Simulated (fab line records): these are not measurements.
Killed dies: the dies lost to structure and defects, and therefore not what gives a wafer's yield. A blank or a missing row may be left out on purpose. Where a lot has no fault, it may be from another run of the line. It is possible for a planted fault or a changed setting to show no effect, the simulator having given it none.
Comparing a struck lot with a sound one ; flow sky130 ; 43 steps out of a route of 708
Sound: these wafers, L537.2, L537.4, L537.5. Struck: wafer L546.5 (left out: L546.4, L546.6 of the same lot, which were not struck); the cause appears at the end.
Per side, at each step with rows, come the tool, then ch with its chambers, and then its first start. Under that, the readings that differ: sound wafers ; struck wafers ; difference of the means ; sigmas: that difference in standard deviations of wafers without a fault.
alike: words and numbers the same on both sides, and readings whose means are apart by under 2 such deviations; not compared: readings that were withheld, readings missing a value for some wafer, numbers with overlapping values and no deviation given by the record, and bounds like >300 which may hide the same value.
Wherever a step has rows on one side only, a row that says differs or no value, or a row with sigmas, the two part there. Numbers that have no deviation but don't overlap get no sigmas and don't part them. A reading missing from all wafers of one side parts the sides only when that side holds two or more wafers.

SKY_VIA3_SPUTTER_20: material TiN, target thk 20 nm, time 80 s.
  sound on pvd sputter-04, day 40 03:44; struck on pvd sputter-04, day 42 18:02
reading;sound;struck;difference;sigmas
throttle valve pct (%);29.7 28.7 29.7;33.0;+3.6;+3
then, 1 step without rows for these wafers: SKY_VIA3_CVD_21 (deposits W, target thk 390 nm, time 117.31 s).
SKY_VIA3_RS_MEAS_22: uses a four-point probe to measure.
  sound on film metro-04, day 40 03:56; struck on film metro-01, day 42 18:17
  alike: VIA3_W_RS
SKY_VIA3_THK_MEAS_23: measures by xrf.
  sound on film metro-04, day 40 04:03; struck on film metro-01, day 42 18:23
  alike: VIA3_W_THK
then, 1 step without rows for these wafers: SKY_VIA3_CMP_24 (polishes, stops on SiO2, t overpolish 20 s, target thk 0 nm).
SKY_METAL4_SPUTTER_00: material Ti, target thk 15 nm, time 10 s.
  sound on pvd sputter-03, day 40 04:24; struck on pvd sputter-01, day 42 18:43
  alike: throttle valve pct
then, 1 step without rows for these wafers: SKY_METAL4_SPUTTER_01 (material TiN, target thk 20 nm, time 16.7 s).
SKY_METAL4_SPUTTER_02: material AlCu, target thk 735 nm, time 39.1 s.
  sound on pvd sputter-03, day 40 04:27; struck on pvd sputter-01, day 42 18:46
  alike: throttle valve pct
then, 3 steps without rows for these wafers: SKY_METAL4_SPUTTER_03 (material Ti, target thk 5 nm, time 3.3 s); SKY_METAL4_SPUTTER_04 (material TiN, target thk 70 nm, time 58.3 s); SKY_CAP2M_CVD_00 (deposits SiO2, target thk 15.5 nm).
SKY_CAP2M_THK_MEAS_01:
  sound on film metro-03, day 40 04:35; struck on film metro-01, day 42 18:55
  alike: CAP2M_CVD_00_THK
SKY_CAP2M_SPUTTER_02: material TiN, target thk 200 nm, time 166.7 s.
  sound on pvd sputter-01, day 40 04:38; struck on pvd sputter-02, day 42 18:56
  alike: throttle valve pct
SKY_CAP2M_RS_MEAS_03: uses a four-point probe to measure.
  sound on film metro-01, day 40 04:46; struck on film metro-04, day 42 19:08
  alike: CAP2M_TIN_RS
SKY_CAP2M_THK_MEAS_04: measures by xrf.
  sound on film metro-01, day 40 04:53; struck on film metro-04, day 42 19:13
  alike: CAP2M_TIN_THK
then, 7 steps without rows for these wafers: SKY_CAP2M_DEHYDRATE_05 (time 60 s); SKY_CAP2M_HMDS_06 (prime time 60 s); SKY_CAP2M_COAT_07 (resist thk 1140 nm); SKY_CAP2M_SOFTBAKE_08 (time 60 s); SKY_CAP2M_EXPOSE_09 (exposes mask CAP2M, target cd 1000 nm); SKY_CAP2M_PEB_10; SKY_CAP2M_DEVELOP_11 (develop time 60 s).
SKY_CAP2M_OVL_MEAS_12:
  sound on overlay-02, day 41 04:46; struck on overlay-01, day 43 17:32
reading;sound;struck;difference;sigmas
CAP2M_OVL (nm);-3.8 -2.0 -3.5;1.2;+4.3;+3
then, 13 steps without rows for these wafers: SKY_CAP2M_METAL_ETCH_13 (etches TiN in Cl2/BCl3, stops on SiO2, target depth 220 nm, time 62.9 s); SKY_CAP2M_STRIP_14 (strips in O2/N2); SKY_CAP2M_STRIP_15 (strips in post etch residue remover, time 1200 s); SKY_CAP2M_CLEAN_16 (cleans in IPA, time 180 s); SKY_CAP2M_CLEAN_17 (cleans in O3/DIW); SKY_METAL4_DEHYDRATE_05 (time 60 s); SKY_METAL4_HMDS_06 (prime time 60 s); SKY_METAL4_COAT_07 (resist thk 60 nm); SKY_METAL4_COAT_08 (resist thk 1140 nm); SKY_METAL4_SOFTBAKE_09 (time 90 s); SKY_METAL4_EXPOSE_10 (exposes mask MM4, target cd 300 nm); SKY_METAL4_PEB_11; SKY_METAL4_DEVELOP_12 (develop time 60 s).
SKY_METAL4_CD_MEAS_13: target cd 300 nm.
  sound on cd sem-02, day 42 03:37; struck on cd sem-01, day 44 16:12
reading;sound;struck;difference;sigmas
cd nm (nm);301.1 300.9 300.2;296.5;-4.2;-3
SKY_METAL4_OVL_MEAS_14:
  sound on overlay-01, day 42 03:43; struck on overlay-01, day 44 16:17
  alike: METAL4_OVL
SKY_METAL4_DESCUM_15: chemistry O2, time 8 s.
  sound on rie metal-02 ch 0, day 42 03:45; struck on rie metal-04 ch 1, day 44 16:19
reading;sound;struck;difference;sigmas
oes product au (a.u.);0.997 0.999 0.995;1.024;+0.027;+3
  alike: drypump motor current A, rf fwd power W
  not compared: rf hours counter h
then, 2 steps without rows for these wafers: SKY_METAL4_ETCH_16 (etches BARC in N2/H2, stops on SiO2, time 88.2 s, target depth 60 nm); SKY_METAL4_ETCH_17 (etches SiO2 in C4F8/O2/Ar, stops on TiN, time 3.9 s, target depth 15 nm).
SKY_METAL4_METAL_ETCH_18: etches the open film in Cl2/BCl3, stops on SiO2, target depth 845 nm, time 183.1 s.
  sound on rie metal-01 ch 1, day 42 03:54; struck on rie metal-02 ch 0, day 44 16:31
reading;sound;struck;difference;sigmas
drypump motor current A (A);5.2 5.2 5.2;6.6;+1.4;+3
throttle valve pct (%);22.256 22.267 22.264;22.281;+0.019;+2
  alike: oes product au, rf fwd power W
  not compared: rf hours counter h
-- the record jumps here: 4 days lie between the struck wafers' starts before and after (it left off in module METAL4 and takes up again in module PAD_OPEN, whose first step shown is number 708 of the route) --
SKY_PAD_OPEN_PROBE_99:
  sound on prober-02, day 46 04:10; struck on prober-02, day 48 06:37
reading;sound;struck;difference;sigmas
defect limited yield (%);81.9 83.3 83.9;78.0;-5.0;-3
killed_at_M0_to_M3;48 41 44;29;-15;-2
killed at other;1 0 0;45;+45;+83
killed dies;89 82 79;108;+25;+3
killed open;49 48 45;31;-16;-2
sort_bin_3_pad_short (%);0.4 0.8 0.8;3.0;+2.3;+5
sort n pass;403 410 413;384;-25;-3
sort yield pct (%);81.9 83.3 83.9;78.0;-5.0;-3
model.etest.tester.sort n pass;403 410 413;384;-25;
model.etest.tester.sort yield pct (%);81.91 83.33 83.94;78.05;-5.01;
model.etest.tester.sort_bin_5_pct (%);10.57 10.16 10.77;13.21;+2.71;
model.etest.tester.sort_bin_3_pct (%);0.4065 0.813 0.813;3.049;+2.372;
  alike: killed_at_M4_up, killed at contacts, killed at front end, killed short, sort_bin_5_function, sort_bin_6_memory

## WHERE THEY PART
First at SKY_VIA3_SPUTTER_20; last, within this record, at SKY_PAD_OPEN_PROBE_99.

WHY: what the simulator had put in
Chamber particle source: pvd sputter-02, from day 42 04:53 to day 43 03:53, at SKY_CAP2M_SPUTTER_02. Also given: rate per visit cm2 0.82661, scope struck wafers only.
